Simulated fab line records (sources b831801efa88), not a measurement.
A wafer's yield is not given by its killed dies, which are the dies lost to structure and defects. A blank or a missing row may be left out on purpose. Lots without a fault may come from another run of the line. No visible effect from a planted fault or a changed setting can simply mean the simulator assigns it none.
Lot-split experiment    flow sky130    27 wafers read from 5 lots, route of 708 steps

## SPLIT DETAILS
At SKY_SONOS_ONO_CVD_04 (deposits SiO2 from SiH4/N2O, target thk 5.7199 nm), the setting timeS was moved away from the recipe's 900 s on 18 of the 27 wafers read, by -19.4% to +33.2%. The other wafers ran this setting at the recipe's value.

The file shows no step between the split and the reading.

## THE READING
SONOS_ONO_CVD_04_THK (nm), taken at SKY_SONOS_ONO_THK_MEAS_05. On this fab line, fault-free wafers typically give 5.80 nm with a standard deviation of 0.098 nm.

wafer   tool, chamber at the split  timeS as run, s  against the recipe  SONOS_ONO_CVD_04_THK, nm  against lot-mates on the recipe
L076.1  -, -                        900              recipe              5.76                      -
L076.2  -, -                        900              recipe              5.87                      -
L076.3  -, -                        900              recipe              5.92                      -
L076.4  -, -                        900              recipe              5.90                      -
L076.5  -, -                        900              recipe              5.98                      -
L076.6  -, -                        900              recipe              5.89                      -
L078.2  lpcvd-03, 1                 900              recipe              5.77                      -
L078.3  lpcvd-03, 1                 900              recipe              5.92                      -
L078.4  lpcvd-03, 1                 900              recipe              5.83                      -
L080.1  -, -                        1199             +33.2%              7.49                      no lot-mate on the recipe
L080.2  -, -                        1199             +33.2%              7.47                      no lot-mate on the recipe
L080.3  -, -                        1199             +33.2%              7.58                      no lot-mate on the recipe
L080.4  -, -                        1199             +33.2%              7.56                      no lot-mate on the recipe
L080.5  -, -                        1199             +33.2%              7.55                      no lot-mate on the recipe
L080.6  -, -                        1199             +33.2%              7.48                      no lot-mate on the recipe
L082.1  -, -                        1129             +25.4%              7.29                      no lot-mate on the recipe
L082.2  -, -                        1129             +25.4%              7.16                      no lot-mate on the recipe
L082.3  -, -                        1129             +25.4%              7.33                      no lot-mate on the recipe
L082.4  -, -                        1129             +25.4%              7.24                      no lot-mate on the recipe
L082.5  -, -                        1129             +25.4%              7.23                      no lot-mate on the recipe
L082.6  -, -                        1129             +25.4%              7.24                      no lot-mate on the recipe
L085.1  -, -                        725.6            -19.4%              4.77                      no lot-mate on the recipe
L085.2  -, -                        725.6            -19.4%              4.66                      no lot-mate on the recipe
L085.3  -, -                        725.6            -19.4%              4.75                      no lot-mate on the recipe
L085.4  -, -                        725.6            -19.4%              4.58                      no lot-mate on the recipe
L085.5  -, -                        725.6            -19.4%              4.81                      no lot-mate on the recipe
L085.6  -, -                        725.6            -19.4%              4.76                      no lot-mate on the recipe

FIT RESULTS
A straight line over all 27 wafers: SONOS_ONO_CVD_04_THK changes by +0.0537 nm for each +1% of timeS; r = +1.00; the points scatter about the line by 0.092 nm.
Too few moved wafers have a lot-mate on the recipe to fit a line with each lot's own level taken away.

## THE WHOLE CHAIN: every reading that the file lists as answering this split, in the file's order
step                       what it does                                       reading                                                                          change (the file's fit)                 r (the file's)
SKY_SONOS_ONO_CVD_04       deposits SiO2 from SiH4/N2O, target thk 5.7199 nm  SiO2_of_SONOS_ONO_CVD_04.thkNm (the simulator's own value, which no gauge read)  +0.0535 nm for each +1% of the setting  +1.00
SKY_SONOS_ONO_THK_MEAS_05                                                     SONOS_ONO_CVD_04_THK                                                             +0.0537 for each +1% of the setting     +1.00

## FILE'S OWN FIT
SONOS_ONO_CVD_04_THK changes by +0.0537 nm for each +1% of timeS, r = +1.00.
